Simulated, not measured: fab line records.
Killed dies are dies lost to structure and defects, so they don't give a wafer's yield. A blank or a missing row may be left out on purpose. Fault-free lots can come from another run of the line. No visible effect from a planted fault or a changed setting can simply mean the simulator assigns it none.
fab line records	flow sky130
[record] lots = 12	wafers = 36	last-day = 49
route steps=708 shown VIA1@460 METAL3@567 METAL5@665 PAD_OPEN@708
lots that met no fault: taken from a fault-free run of the same line
start-h: hours from the record's opening day to when the first of the lot's shown wafers began	wait-h: hours elapsed since this lot's preceding step	" repeats the value in the row above	L1.1+2: a single row standing in for several wafers	- value missing, or start not given	* or withheld: withheld	< > ~ a bound
route shown NAME@n: NAME is a module with steps in the file, n the number in the route of the first one	usual: average and standard deviation across the fault-free wafers	same: alike in all rows	chamber/n: place in a boat	sites: per-site readings	_std_site: their standard deviation	_edge_site: mean of outer sites minus mean of inner sites	radius-mm: for every site, how far away it sits from the centre of the wafer	mask NAME#n: copy n	behind: the most recent tool/chamber to have shaped the wafer	hold: cause of the lot's hold/its duration in hours/its outcome	device: the transistor (n, p or np) that didn't switch	end of line: the same wafers' tests at the end of the route	where a step has no rows: the recipe by itself	killed: not the wafer's yield, but the dies lost to structure and defects at the first sort	map: shows each die of a wafer: x if killed, . if not, _ if none is there
set.NAME: the setting as run; set.NAME@STEP: as run at that earlier step	model.NAME: the simulator's own value behind a step, which no gauge read
a sample of lots followed through the steps of the route, with each step as a table and each wafer as a row
services: when a tool's chamber went out of use (start-h, in hours from the record's first day, below 0 if earlier), for how many hours, and the reason
[[steps]]
[step SKY_VIA1_CMP_02]
[recipe] material = SiO2	down-force-psi = 4	platen-rpm = 60	pad-velocity-m-s = 0.94248
[usual] motor-current-A = 12.4/0.89
lot.wafer	tool	chamber	start-h	wait-h	motor-current-A
L913.1	cmp-01	1	777.47	0.1	11.2
L913.5	"	1	"	"	12.1
L913.6	"	2	"	"	11.8
L914.2	cmp-01	2	796.29	0.1	12.8
L914.4	"	3	"	"	12.4
L914.5	"	2	"	"	12.4
L918.1	cmp-02	1	813.76	0.1	11.7
L918.6	"	0	"	"	11.4
L918.5	"	1	"	"	11.7
L919.1	cmp-02	1	817.29	0.1	11.2
L919.6	"	3	"	"	13.7
L919.5	"	0	"	"	11.2
L917.4	cmp-01	1	819.86	0.0	11.4
L917.2	"	2	"	"	12.4
L917.5	"	1	"	"	11.8
L920.4	cmp-02	0	825.88	0.1	11.3
L920.3	"	2	"	"	14.3
L920.6	"	0	"	"	11.9
L922.4	cmp-02	3	846.47	0.1	13.9
L922.2	"	0	"	"	12.5
L922.6	"	1	"	"	11.3
L924.4	cmp-01	1	861.02	0.1	11.0
L924.2	"	2	"	"	12.8
L924.5	"	0	"	"	12.8
L927.3	cmp-01	0	883.13	0.0	12.1
L927.1	"	1	"	"	11.9
L927.2	"	3	"	"	12.3
L928.1	cmp-01	1	887.30	0.1	11.5
L928.6	"	0	"	"	12.8
L928.5	"	1	"	"	11.6
L929.1	cmp-01	1	897.23	0.1	11.4
L929.3	"	3	"	"	12.2
L929.6	"	1	"	"	11.5
L930.3	cmp-01	1	897.77	0.1	12.0
L930.6	"	0	"	"	11.6
L930.5	"	1	"	"	11.5
[step SKY_METAL3_ETCH_17]
[recipe] target = SiO2	stop-on = TiN	chemistry = C4F8/O2/Ar	source-w = 1500	bias-w = 1200	pressure-mtorr = 40	c4f8-flow-sccm = withheld	O2_flow_sccm = 6	Ar_flow_sccm = 300	time-s = 3.9	target-depth-a = 150
[usual] bias-w = 1200/3.4	oes-product-au = 0.755/0.0071
lot.wafer	tool	chamber	start-h	wait-h	bias-w	oes-product-au	rf-hours-counter-h
L913.1	rie-diel-04	0	913.52	0.1	1203	0.748	4
L913.5	"	2	"	"	1203	0.759	-
L913.6	"	3	"	"	1200	0.776	-
L914.2	rie-diel-03	3	931.70	0.1	1204	0.746	2
L914.4	"	0	"	"	1203	0.753	8
L914.5	"	1	"	"	1201	0.760	-
L918.1	rie-diel-02	3	946.41	0.1	1201	0.753	12
L918.5	"	0	"	"	1199	0.758	-
L918.6	"	1	"	"	1188	0.759	-
L919.1	rie-diel-04	3	951.16	0.1	1200	0.745	13
L919.5	"	2	"	"	1203	0.745	-
L919.6	"	1	"	"	1201	0.760	-
L917.2	rie-diel-02	1	954.07	0.1	1202	0.752	6
L917.4	"	3	"	"	1202	0.753	12
L917.5	"	0	"	"	1203	0.763	-
L920.3	rie-diel-02	3	958.60	0.0	1203	0.752	12
L920.4	"	1	"	"	1196	0.752	6
L920.6	"	0	"	"	1195	0.759	-
L922.2	rie-diel-03	1	977.96	0.1	1201	0.749	20
L922.4	"	3	"	"	1205	0.756	-
L922.6	"	0	"	"	1201	0.748	-
L924.2	rie-diel-04	1	990.17	0.1	1203	0.753	8
L924.4	"	2	"	"	1196	0.765	15
L924.5	"	0	"	"	1200	0.766	-
L927.1	rie-diel-04	3	1013.42	0.1	1201	0.745	14
L927.2	"	2	"	"	1198	0.749	15
L927.3	"	0	"	"	1201	0.760	6
L928.1	rie-diel-02	3	1015.42	0.1	1200	0.759	14
L928.5	"	0	"	"	1197	0.769	-
L928.6	"	3	"	"	1196	0.756	-
L929.1	rie-diel-02	1	1021.95	0.1	1202	0.751	8
L929.3	"	2	"	"	1197	0.751	9
L929.6	"	2	"	"	1197	0.749	-
L930.3	rie-diel-02	0	1023.07	0.0	1203	0.764	19
L930.5	"	0	"	"	1203	0.758	-
L930.6	"	1	"	"	1204	0.770	-
[step SKY_METAL3_STRIP_19]
[recipe] chemistry = O2/N2	power-w = 1400	pressure-mtorr = 1500	platen-temp-c = withheld	o2-flow-sccm = 3000	n2-flow-sccm = 300	overash-fraction = 0.5
[usual] drypump-motor-current-A = 5.6/0.41	o2-flow-sccm = 3000/9.5	oes-product-au = 0.500/0.0046	strip-time-to-endpoint-s = 6.48/0.068
lot.wafer	tool	chamber	start-h	wait-h	drypump-motor-current-A	o2-flow-sccm	oes-product-au	rf-hours-counter-h	strip-time-to-endpoint-s
L913.1	plasma-asher-04	0	913.71	0.1	5.4	2998	0.496	50	6.36
L913.5	"	1	"	"	5.8	2985	0.504	-	6.46
L913.6	"	0	"	"	5.4	2984	0.496	-	6.33
L914.2	plasma-asher-04	0	931.90	0.1	5.4	2998	0.504	52	6.55
L914.4	"	0	"	"	5.4	2987	0.498	-	6.41
L914.5	"	0	"	"	5.4	2998	0.498	-	6.49
L918.1	plasma-asher-04	1	946.61	0.1	5.8	3021	0.505	54	6.56
L918.5	"	1	"	"	5.9	3001	0.503	-	6.60
L918.6	"	0	"	"	5.4	3005	0.497	-	6.47
L919.1	plasma-asher-03	0	951.36	0.1	6.2	3004	0.498	86	6.32
L919.5	"	0	"	"	6.2	2992	0.503	-	6.48
L919.6	"	1	"	"	5.3	3020	0.499	-	6.41
L917.2	plasma-asher-03	0	954.26	0.1	6.2	3022	0.495	86	6.47
L917.4	"	1	"	"	5.3	2997	0.506	-	6.48
L917.5	"	1	"	"	5.3	3004	0.501	-	6.46
L920.3	plasma-asher-04	0	958.83	0.1	5.4	3000	0.498	-	6.37
L920.4	"	1	"	"	5.8	3013	0.500	-	6.45
L920.6	"	1	"	"	5.8	3006	0.499	-	6.44
L922.2	plasma-asher-04	1	978.16	0.1	5.8	2984	0.496	56	6.40
L922.4	"	0	"	"	5.4	3007	0.498	-	6.45
L922.6	"	1	"	"	5.8	2988	0.504	-	6.55
L924.2	plasma-asher-02	0	990.36	0.1	5.5	2995	0.508	116	6.50
L924.4	"	1	"	"	4.7	3007	0.498	-	6.46
L924.5	"	1	"	"	4.7	3003	0.496	-	6.44
L927.1	plasma-asher-03	1	1013.61	0.1	5.4	3018	0.505	92	6.51
L927.2	"	0	"	"	6.2	3003	0.500	92	6.43
L927.3	"	1	"	"	5.3	2997	0.493	-	6.44
L928.1	plasma-asher-02	0	1015.61	0.1	5.5	2996	0.496	118	6.44
L928.5	"	0	"	"	5.5	3003	0.499	-	6.42
L928.6	"	1	"	"	4.7	3007	0.503	-	6.52
L929.1	plasma-asher-02	1	1022.15	0.1	4.8	3001	0.497	119	6.48
L929.3	"	0	"	"	5.4	2998	0.510	-	6.53
L929.6	"	1	"	"	4.8	3006	0.497	-	6.51
L930.3	plasma-asher-03	1	1023.30	0.1	5.3	3017	0.493	-	6.52
L930.5	"	1	"	"	5.4	3003	0.504	-	6.61
L930.6	"	0	"	"	6.2	3006	0.500	-	6.47
[step SKY_METAL5_SPUTTER_04]
[recipe] material = TiN	target-thk-nm = 70	power-w = 6500	time-s = 58.3	chamber-pressure-pa = 0.4
[usual] throttle-valve-pct = 30.0/1.3
lot.wafer	tool	chamber	start-h	wait-h	throttle-valve-pct
L913.1	pvd-sputter-01	-	1016.48	0.0	28.6
L913.5	"	-	"	"	30.6
L913.6	"	-	"	"	28.7
L914.2	pvd-sputter-01	-	1042.87	0.0	28.6
L914.4	"	-	"	"	29.9
L914.5	"	-	"	"	31.4
L918.1	pvd-sputter-03	-	1046.58	0.0	29.7
L918.5	"	-	"	"	30.0
L918.6	"	-	"	"	30.1
L919.1	pvd-sputter-04	-	1050.69	0.0	32.4
L919.5	"	-	"	"	30.5
L919.6	"	-	"	"	29.5
L917.2	pvd-sputter-03	-	1055.59	0.0	27.8
L917.4	"	-	"	"	30.0
L917.5	"	-	"	"	29.8
L920.3	pvd-sputter-01	-	1058.08	0.0	30.5
L920.4	"	-	"	"	30.0
L920.6	"	-	"	"	30.4
L922.2	pvd-sputter-04	-	1075.99	0.0	30.2
L922.4	"	-	"	"	29.7
L922.6	"	-	"	"	29.1
L924.2	pvd-sputter-03	-	1092.22	0.0	29.9
L924.4	"	-	"	"	27.8
L924.5	"	-	"	"	30.1
L927.1	pvd-sputter-04	-	1110.85	0.0	32.7
L927.2	"	-	"	"	30.3
L927.3	"	-	"	"	29.1
L928.1	pvd-sputter-03	-	1112.94	0.0	29.8
L928.5	"	-	"	"	30.1
L928.6	"	-	"	"	29.7
L929.1	pvd-sputter-04	-	1115.34	0.0	32.8
L929.3	"	-	"	"	30.7
L929.6	"	-	"	"	29.2
L930.3	pvd-sputter-03	-	1117.60	0.0	30.3
L930.5	"	-	"	"	27.6
L930.6	"	-	"	"	30.0
[step SKY_PAD_OPEN_PROBE_99]
[usual] defect-limited-yield = 82.9/1.8	killed_at_M0_to_M3 = 42/7.2	killed_at_M4_up = 3.2/1.8	killed-at-contacts = 24/5.4	killed-at-front-end = 15/4	killed-at-other = 0.3/0.59	killed-dies = 84/9	killed-on-rim = 17/3.3	killed-open = 46/7.1	killed-short = 38/6	sort_bin_3_pad_short = 0.8/0.41	sort_bin_5_function = 10.1/1.3	sort_bin_6_memory = 6.3/1.2	sort-n-pass = 408/9	sort-yield-pct = 82.9/1.8
[same] gross-dies = 492	killed-at-back-side = 0	sort_bin_4_leakage[%] = 0	sort_bin_8_speed[%] = 0
lot.wafer	tool	chamber	start-h	wait-h	hold	defect-limited-yield[%]	killed_at_M0_to_M3	killed_at_M4_up	killed-at-contacts	killed-at-front-end	killed-at-other	killed-dies	killed-on-rim	killed-open	killed-short	sort_bin_3_pad_short[%]	sort_bin_5_function[%]	sort_bin_6_memory[%]	sort-n-pass	sort-yield-pct[%]
L913.1	prober-01	-	1087.45	0.1	-	82.1	54	2	24	8	0	88	20	48	40	1.6	10.6	5.7	404	82.1
L913.5	prober-01	-	1087.65	0.2	-	83.3	45	3	16	16	2	82	17	34	47	0.4	8.7	7.5	410	83.3
L913.6	prober-01	-	1087.70	0.2	-	82.5	41	6	25	13	1	86	17	41	44	0.6	9.8	7.1	406	82.5
L918.1	prober-01	-	1112.23	0.1	-	82.7	35	1	36	13	0	85	18	60	25	1.0	9.3	6.9	407	82.7
L918.5	prober-01	-	1112.43	0.2	-	85.8	24	4	30	11	1	70	8	35	34	0.8	7.1	6.3	422	85.8
L918.6	prober-01	-	1112.48	0.2	-	84.1	39	1	25	12	1	78	14	47	30	1.0	8.3	6.5	414	84.1
L919.1	prober-02	-	1115.80	0.1	-	80.7	50	2	23	19	1	95	18	46	49	1.2	11.0	7.1	397	80.7
L919.5	prober-02	-	1116.00	0.2	-	81.3	46	2	31	13	0	92	15	54	38	0.6	12.2	5.9	400	81.3
L919.6	prober-02	-	1116.05	0.2	-	83.9	36	2	24	17	0	79	11	45	34	1.6	10.2	4.3	413	83.9
L917.2	prober-01	-	1126.83	0.1	-	84.3	39	3	25	10	0	77	11	44	33	0.4	9.3	5.9	415	84.3
L917.4	prober-01	-	1126.93	0.2	-	80.1	58	3	23	14	0	98	21	64	34	0.6	13.2	6.1	394	80.1
L917.5	prober-01	-	1126.98	0.2	-	81.1	50	2	21	18	2	93	17	50	43	1.0	11.8	6.1	399	81.1
L920.3	prober-02	-	1127.16	0.2	-	83.3	35	6	24	17	0	82	15	45	37	0.6	10.6	5.5	410	83.3
L920.4	prober-02	-	1127.21	0.2	-	85.6	38	4	15	14	0	71	13	46	25	0.4	9.3	4.7	421	85.6
L920.6	prober-02	-	1127.31	0.2	-	84.1	36	5	23	14	0	78	19	43	35	1.2	10.4	4.3	414	84.1
L922.2	prober-02	-	1137.97	0.1	-	81.7	45	3	28	12	2	90	21	44	46	0.6	12.4	5.3	402	81.7
L922.4	prober-02	-	1138.07	0.2	-	80.3	53	5	22	17	0	97	17	51	46	1.2	11.6	6.9	395	80.3
L922.6	prober-02	-	1138.17	0.2	-	83.3	41	3	25	13	0	82	13	52	30	0.8	8.9	6.9	410	83.3
L924.2	prober-02	-	1154.67	0.1	-	84.1	34	4	24	15	1	78	21	36	41	1.4	9.3	5.1	414	84.1
L924.4	prober-02	-	1154.77	0.2	-	81.9	55	3	19	12	0	89	17	43	46	0.8	9.1	8.1	403	81.9
L924.5	prober-02	-	1154.82	0.2	-	79.7	53	2	24	21	0	100	17	57	43	0.4	11.8	8.1	392	79.7
L929.1	prober-01	-	1173.80	0.1	await-dispo/1.8h/release	27.2	331	1	15	10	1	358	72	25	30	6.3	48.2	18.3	134	27.2
L929.3	prober-01	-	1173.90	0.2	await-dispo/1.8h/release	27.8	328	2	15	10	0	355	73	37	25	4.7	49.8	17.7	137	27.8
L929.6	prober-01	-	1174.05	0.2	await-dispo/1.8h/release	25.8	346	1	12	6	0	365	72	27	14	7.5	48.6	18.1	127	25.8
L930.3	prober-02	-	1176.18	0.2	await-dispo/3.4h/release	27.0	339	2	10	8	0	359	70	25	23	6.5	51.6	14.8	133	27.0
L930.5	prober-02	-	1176.28	0.2	await-dispo/3.4h/release	27.6	329	5	15	7	0	356	73	23	15	6.3	47.0	19.1	136	27.6
L930.6	prober-02	-	1176.33	0.2	await-dispo/3.4h/release	25.6	341	1	17	7	0	366	79	31	17	6.9	47.6	19.9	126	25.6
// killed by level:class
L913.1 VIA1:geometric-particle:open=12 CONTACT:geometric-particle:open=9 VIA3:geometric-particle:open=9 METAL2:geometric-particle:short=9 VIA2:geometric-particle:open=6 CONTACT:geometric-particle:short=5 METAL3:geometric-particle:short=5 LI_CONTACT:geometric-particle:open=4
L913.5 POLY_GATE:geometric-particle:short=8 VIA2:geometric-particle:short=8 VIA1:geometric-particle:open=8 METAL1:geometric-particle:short=7 VIA2:geometric-particle:open=7 LOCAL_INTERCONNECT:geometric-particle:short=6 METAL2:geometric-particle:short=5 CONTACT:geometric-particle:open=4
L913.6 VIA1:geometric-particle:open=10 VIA2:geometric-particle:open=8 LI_CONTACT:geometric-particle:open=7 METAL2:geometric-particle:short=7 LOCAL_INTERCONNECT:geometric-particle:short=6 CONTACT:geometric-particle:open=6 POLY_GATE:geometric-particle:short=5 CONTACT:geometric-particle:short=5
L918.1 CONTACT:geometric-particle:open=13 LI_CONTACT:geometric-particle:open=10 VIA1:geometric-particle:open=10 VIA2:geometric-particle:open=9 LOCAL_INTERCONNECT:geometric-particle:short=6 FIELD_ISO:geometric-particle:open=5 VIA3:geometric-particle:open=5 POLY_GATE:geometric-particle:open=4
L918.5 CONTACT:geometric-particle:short=9 LI_CONTACT:geometric-particle:open=8 CONTACT:geometric-particle:open=5 VIA1:geometric-particle:open=5 VIA2:geometric-particle:open=4 METAL4:geometric-particle:short=4 FIELD_ISO:geometric-particle:short=3 LI_CONTACT:geometric-particle:short=3
L918.6 VIA1:geometric-particle:open=10 VIA2:geometric-particle:open=9 LI_CONTACT:geometric-particle:open=8 CONTACT:geometric-particle:open=7 CONTACT:geometric-particle:short=5 VIA3:geometric-particle:open=5 LOCAL_INTERCONNECT:geometric-particle:short=4 METAL1:geometric-particle:short=4
L919.1 VIA1:geometric-particle:open=9 LI_CONTACT:geometric-particle:open=7 CONTACT:geometric-particle:open=7 METAL1:geometric-particle:short=7 VIA3:geometric-particle:open=7 VIA3:geometric-particle:short=6 FIELD_ISO:geometric-particle:short=5 POLY_GATE:geometric-particle:open=5
L919.5 CONTACT:geometric-particle:open=12 VIA1:geometric-particle:open=10 VIA2:geometric-particle:open=8 VIA3:geometric-particle:open=7 LI_CONTACT:geometric-particle:open=6 LOCAL_INTERCONNECT:geometric-particle:short=6 CONTACT:geometric-particle:short=6 METAL1:geometric-particle:short=6
L919.6 CONTACT:geometric-particle:open=10 VIA1:geometric-particle:open=9 VIA2:geometric-particle:open=8 POLY_GATE:geometric-particle:short=5 LI_CONTACT:geometric-particle:short=5 LI_CONTACT:geometric-particle:open=5 FIELD_ISO:geometric-particle:short=4 SPACER:geometric-particle:open=4
L917.2 VIA1:geometric-particle:open=9 VIA3:geometric-particle:open=9 LI_CONTACT:geometric-particle:open=8 LOCAL_INTERCONNECT:geometric-particle:short=7 CONTACT:geometric-particle:open=6 VIA1:geometric-particle:short=5 POLY_GATE:geometric-particle:open=4 FIELD_ISO:geometric-particle:short=3
L917.4 VIA1:geometric-particle:open=23 CONTACT:geometric-particle:open=10 VIA3:geometric-particle:open=9 FIELD_ISO:geometric-particle:open=5 VIA1:geometric-particle:short=5 POLY_GATE:geometric-particle:open=5 METAL3:geometric-particle:short=5 LI_CONTACT:geometric-particle:open=4
L917.5 VIA1:geometric-particle:open=13 CONTACT:geometric-particle:open=9 METAL1:geometric-particle:short=8 FIELD_ISO:geometric-particle:short=7 LI_CONTACT:geometric-particle:open=7 VIA3:geometric-particle:open=7 METAL3:geometric-particle:short=6 POLY_GATE:geometric-particle:short=4
L920.3 CONTACT:geometric-particle:open=10 VIA1:geometric-particle:open=9 VIA2:geometric-particle:open=8 POLY_GATE:geometric-particle:open=6 CONTACT:geometric-particle:short=6 FIELD_ISO:geometric-particle:open=4 LI_CONTACT:geometric-particle:open=4 LOCAL_INTERCONNECT:geometric-particle:short=4
L920.4 VIA1:geometric-particle:open=15 CONTACT:geometric-particle:open=7 FIELD_ISO:geometric-particle:open=5 VIA3:geometric-particle:open=5 LI_CONTACT:geometric-particle:open=4 METAL1:geometric-particle:short=4 POLY_GATE:geometric-particle:open=3 POLY_GATE:geometric-particle:short=3
L920.6 CONTACT:geometric-particle:open=12 VIA3:geometric-particle:open=9 VIA2:geometric-particle:open=7 LI_CONTACT:geometric-particle:open=5 METAL4:geometric-particle:short=5 POLY_GATE:geometric-particle:short=4 FIELD_ISO:geometric-particle:short=4 VIA1:geometric-particle:short=4
L922.2 VIA3:geometric-particle:open=8 CONTACT:geometric-particle:open=7 CONTACT:geometric-particle:short=7 VIA1:geometric-particle:open=7 POLY_GATE:geometric-particle:short=6 LI_CONTACT:geometric-particle:open=6 METAL2:geometric-particle:short=6 VIA2:geometric-particle:open=6
L922.4 VIA1:geometric-particle:open=12 CONTACT:geometric-particle:open=9 VIA2:geometric-particle:open=7 FIELD_ISO:geometric-particle:short=5 CONTACT:geometric-particle:short=5 METAL1:geometric-particle:short=5 METAL3:geometric-particle:short=5 VIA3:geometric-particle:open=5
L922.6 VIA1:geometric-particle:open=11 LI_CONTACT:geometric-particle:open=8 CONTACT:geometric-particle:open=8 VIA3:geometric-particle:open=7 FIELD_ISO:geometric-particle:open=6 METAL1:geometric-particle:short=6 VIA2:geometric-particle:open=6 CONTACT:geometric-particle:short=5
L924.2 VIA1:geometric-particle:open=8 POLY_GATE:geometric-particle:short=7 CONTACT:geometric-particle:short=6 CONTACT:geometric-particle:open=6 VIA1:geometric-particle:short=6 LI_CONTACT:geometric-particle:open=5 LOCAL_INTERCONNECT:geometric-particle:short=4 METAL1:geometric-particle:short=4
L924.4 VIA1:geometric-particle:open=19 METAL1:geometric-particle:short=6 METAL2:geometric-particle:short=5 CONTACT:geometric-particle:open=5 CONTACT:geometric-particle:short=5 VIA1:geometric-particle:short=5 VIA2:geometric-particle:open=5 LI_CONTACT:geometric-particle:open=4
L924.5 VIA1:geometric-particle:open=17 VIA1:geometric-particle:short=8 POLY_GATE:geometric-particle:short=7 FIELD_ISO:geometric-particle:open=6 LI_CONTACT:geometric-particle:open=6 LOCAL_INTERCONNECT:geometric-particle:short=6 VIA2:geometric-particle:open=5 CONTACT:geometric-particle:short=5
L929.1 VIA1:unspecified=302 CONTACT:geometric-particle:open=5 METAL2:geometric-particle:short=5 VIA1:geometric-particle:open=5 LI_CONTACT:geometric-particle:open=4 VIA1:geometric-particle:short=4 POLY_GATE:geometric-particle:short=3 CONTACT:geometric-particle:short=3
L929.3 VIA1:unspecified=292 VIA1:geometric-particle:open=9 CONTACT:geometric-particle:open=6 VIA3:geometric-particle:open=5 METAL2:geometric-particle:short=4 VIA1:geometric-particle:short=4 FIELD_ISO:geometric-particle:open=3 LI_CONTACT:geometric-particle:open=3
L929.6 VIA1:unspecified=324 CONTACT:geometric-particle:open=5 METAL2:geometric-particle:short=4 VIA3:geometric-particle:open=4 POLY_GATE:geometric-particle:open=3 LI_CONTACT:geometric-particle:open=3 VIA1:geometric-particle:open=3 CONTACT:geometric-particle:short=2
L930.3 VIA1:unspecified=311 METAL1:geometric-particle:short=6 VIA2:geometric-particle:open=6 POLY_GATE:geometric-particle:short=5 VIA1:geometric-particle:open=5 VIA3:geometric-particle:open=5 LI_CONTACT:geometric-particle:open=4 CONTACT:geometric-particle:open=3
L930.5 VIA1:unspecified=318 CONTACT:geometric-particle:open=7 LI_CONTACT:geometric-particle:open=5 METAL4:geometric-particle:short=4 VIA1:geometric-particle:open=3 FIELD_ISO:geometric-particle:open=2 POLY_GATE:geometric-particle:open=2 POLY_GATE:geometric-particle:short=2
L930.6 VIA1:unspecified=318 LI_CONTACT:geometric-particle:open=7 VIA3:geometric-particle:open=5 LOCAL_INTERCONNECT:geometric-particle:short=4 CONTACT:geometric-particle:open=4 VIA1:geometric-particle:open=4 VIA2:geometric-particle:open=4 FIELD_ISO:geometric-particle:open=2
[[services]]
tool	chamber	start-h	hours	kind
cmp-01	-	753.50	1.7	repair
cmp-01	-	783.59	2.2	repair
cmp-01	-	785.07	1.1	repair
rie-diel-02	1	832.84	94.7	repair
cmp-01	-	853.73	3.5	repair
rie-diel-02	-	860.32	0.8	repair
cmp-01	-	866.12	0.4	repair
rie-diel-02	2	866.85	11.0	repair
rie-diel-02	2	881.82	2.3	repair
rie-diel-02	2	906.61	9.9	repair
cmp-01	-	912.00	4.0	pm
cmp-01	-	933.14	1.4	repair
cmp-01	-	937.93	0.3	repair
cmp-01	-	960.85	6.0	pm
rie-diel-02	1	1001.98	5.6	repair
cmp-01	-	1019.73	1.0	repair
cmp-01	-	1029.96	1.0	repair
rie-diel-02	-	1036.24	0.4	repair
cmp-01	-	1048.72	6.0	pm
cmp-01	-	1059.60	0.3	repair
rie-diel-02	-	1067.59	14.6	pm
cmp-01	-	1083.59	0.2	repair
cmp-01	-	1083.76	6.4	repair
rie-diel-02	-	1105.66	2.8	pm
[[key]]
[first-sign] step = SKY_PAD_OPEN_PROBE_99	reading = killed_at_M0_to_M3	direction = up	sigmas = 41	usual = 42	struck = 336
[effect] step = SKY_PAD_OPEN_PROBE_99	reading = defect-limited-yield	direction = down	sigmas = 31	usual = 82.9	struck = 26.9
met-at SKY_VIA1_CMP_02
struck-lots L929,L930
not-acting-at SKY_METAL3_ETCH_17,SKY_METAL3_STRIP_19,SKY_METAL5_SPUTTER_04
also-fits time
[fault] kind = chamber-particle-source	tool = cmp-01	chamber = -	onset-h = 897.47	steps = SKY_VIA1_CMP_02	rate-per-visit-cm2 = 2.1156
